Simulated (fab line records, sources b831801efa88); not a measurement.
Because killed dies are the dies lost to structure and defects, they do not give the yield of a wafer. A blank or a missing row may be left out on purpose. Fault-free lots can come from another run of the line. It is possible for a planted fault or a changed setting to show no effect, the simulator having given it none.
A lot that was struck, set against a sound lot | flow sky130 | 29 out of 708 route steps
Sound: the wafers L379.1, L379.3, L379.4. Wafers L390.1, L390.2, L390.6 were the ones struck. At the end, the cause is stated.
At each step with rows: each side's tool, then ch and its chambers, then its first start. Under that, the readings that differ: sound wafers | struck wafers | difference of the means | sigmas: that difference in standard deviations of wafers without a fault.
alike: readings whose means differ by less than 2 such deviations, and words and numbers that are the same on both sides. not compared: withheld readings, readings that some wafer has no value for, bounds like >300 that may hide the same value, and numbers for which the record gives no deviation and whose values overlap.
A row with sigmas, a row that says differs or no value, or rows on one side alone: a step with any of these is where the two part. When numbers do not overlap yet have no deviation, they are printed without sigmas and do not part them. Lack of a reading on every wafer of one side parts them only where that side has two or more wafers.

SKY_POLY_GATE_CD_MEAS_13: the cd target is 150 nm.
  struck on cd_sem-02, day 23 00:14; sound on cd_sem-02, day 19 00:14
  alike: cd_nm
SKY_POLY_GATE_OVL_MEAS_14:
  struck on overlay-02, day 23 00:22; sound on overlay-02, day 19 00:22
  alike: POLY_GATE_OVL
SKY_POLY_GATE_ETCH_15: etches BARC in N2/H2, stops on SiO2, time 118.5 s, target depth 110 nm.
  sound on rie_diel-04 ch 1,2,3, day 19 00:24; struck on rie_diel-04 ch 1,3, day 23 00:24
  alike: drypump_motor_current_A, oes_product_au, throttle_valve_pct
  not compared: rf_hours_counter_h
SKY_POLY_GATE_ETCH_16: etches Si3N4 in CH3F/O2, stops on poly-Si, time 147.5 s, target depth 75 nm.
  sound on rie_diel-04 ch 1,2,3, day 19 00:29; struck on rie_diel-04 ch 1,3, day 23 00:29
  alike: drypump_motor_current_A, oes_product_au, throttle_valve_pct
  not compared: rf_hours_counter_h
SKY_POLY_GATE_ETCH_17: etches poly-Si in HBr/Cl2, stops on SiO2, target depth 180 nm, time 70.5 s.
  sound on rie_si-01 ch 1,2,3, day 19 00:35; struck on rie_si-01 ch 1,2,3, day 23 00:35
  alike: drypump_motor_current_A, he_backside_leak_sccm, oes_product_au, throttle_valve_pct
  not compared: rf_hours_counter_h
SKY_POLY_GATE_STRIP_18: strips in O2/N2.
  sound on plasma_asher-03 ch 0,1, day 19 00:38; struck on plasma_asher-01 ch 0,1, day 23 00:38
  alike: drypump_motor_current_A, oes_product_au, strip_time_to_endpoint_s
  not compared: rf_hours_counter_h
then, 2 steps without rows for these wafers: SKY_POLY_GATE_CLEAN_19 (cleans in SC1/SC2, time 150 s); SKY_POLY_GATE_OXIDATION_20 (stabilise 600 s, purge 300 s, target thk 4 nm).
SKY_POLY_GATE_THK_MEAS_21:
  struck on film_metro-02, day 23 02:02; sound on film_metro-03, day 19 02:03
  reading                      | sound          | struck         | difference | sigmas
  POLY_GATE_OXIDATION_THK (nm) | 4.05 4.05 3.99 | 4.24 4.21 4.26 | +0.21      | +2
SKY_POLY_GATE_CD_MEAS_22:
  struck on cd_sem-02, day 23 02:06; sound on cd_sem-02, day 19 02:07
  alike: cd_nm
then, 2 steps without rows for these wafers: SKY_LDD_N_DEHYDRATE_00 (time 60 s); SKY_LDD_N_HMDS_01 (prime time 60 s).
SKY_LDD_N_COAT_02: resist thk 300 nm.
  sound on litho_track-04 ch 0, day 19 17:43; struck on litho_track-02 ch 0, day 23 16:46
  reading                                    | sound             | struck            | difference | sigmas
  model.NOVOLAK_of_LDD_N_COAT_02.thk_nm (nm) | 301.8 302.5 301.8 | 268.1 266.8 267.7 | -34.5      |
  alike: exhaust_pa
then, 3 steps without rows for these wafers: SKY_LDD_N_SOFTBAKE_03 (time 60 s); SKY_LDD_N_EXPOSE_04 (exposes mask NTM, target cd 840 nm); SKY_LDD_N_PEB_05.
SKY_LDD_N_DEVELOP_06: develop time 60 s.
  sound on litho_track-04 ch 0, day 20 09:25; struck on litho_track-02 ch 0, day 24 08:04
  reading                                    | sound             | struck            | difference | sigmas
  model.NOVOLAK_of_LDD_N_COAT_02.thk_nm (nm) | 301.4 302.1 301.4 | 267.7 266.4 267.3 | -34.5      |
  alike: exhaust_pa
SKY_LDD_N_OVL_MEAS_07:
  struck on overlay-01, day 24 08:13; sound on overlay-02, day 20 09:34
  alike: LDD_N_OVL
then, 8 steps without rows for these wafers: SKY_LDD_N_IMPLANT_08; SKY_LDD_N_IMPLANT_09; SKY_LDD_N_IMPLANT_10; SKY_LDD_N_IMPLANT_11; SKY_LDD_N_IMPLANT_12; SKY_LDD_N_IMPLANT_13; SKY_LDD_N_IMPLANT_14; SKY_LDD_N_IMPLANT_15.
SKY_LDD_N_STRIP_16: strips in O2/N2.
  sound on plasma_asher-02 ch 0,1, day 20 10:47; struck on plasma_asher-01 ch 0,1, day 24 09:27
  reading                      | sound             | struck            | difference | sigmas
  oes_product_au (a.u.)        | 0.398 0.407 0.407 | 0.386 0.384 0.389 | -0.018     | -4
  strip_time_to_endpoint_s (s) | 4.342 4.340 4.341 | 3.906 3.872 3.898 | -0.449     | -28
  alike: drypump_motor_current_A
  not compared: rf_hours_counter_h
SKY_LDD_N_TW_MEAS_17:
  struck on film_metro-04, day 24 09:33; sound on film_metro-04, day 20 10:53
  alike: LDD_N_TW
-- the record jumps here: 26 days lie between the struck wafers' starts before and after (it left off in module LDD_N and takes up again in module PAD_OPEN, whose first step shown is number 708 of the route) --
SKY_PAD_OPEN_PROBE_99:
  struck on prober-02, day 50 06:05; sound on prober-02, day 47 17:44
  alike: killed_at_M0_to_M3, killed_at_M4_up, killed_at_contacts, killed_at_front_end, killed_at_other, killed_dies, killed_open, killed_short

== WHERE THEY PART ==
Earliest at SKY_POLY_GATE_THK_MEAS_21; latest, in this record, at SKY_LDD_N_STRIP_16. Later steps at which nothing parts them and some readings are alike: SKY_LDD_N_TW_MEAS_17, SKY_PAD_OPEN_PROBE_99.

WHY: what the simulator had put in
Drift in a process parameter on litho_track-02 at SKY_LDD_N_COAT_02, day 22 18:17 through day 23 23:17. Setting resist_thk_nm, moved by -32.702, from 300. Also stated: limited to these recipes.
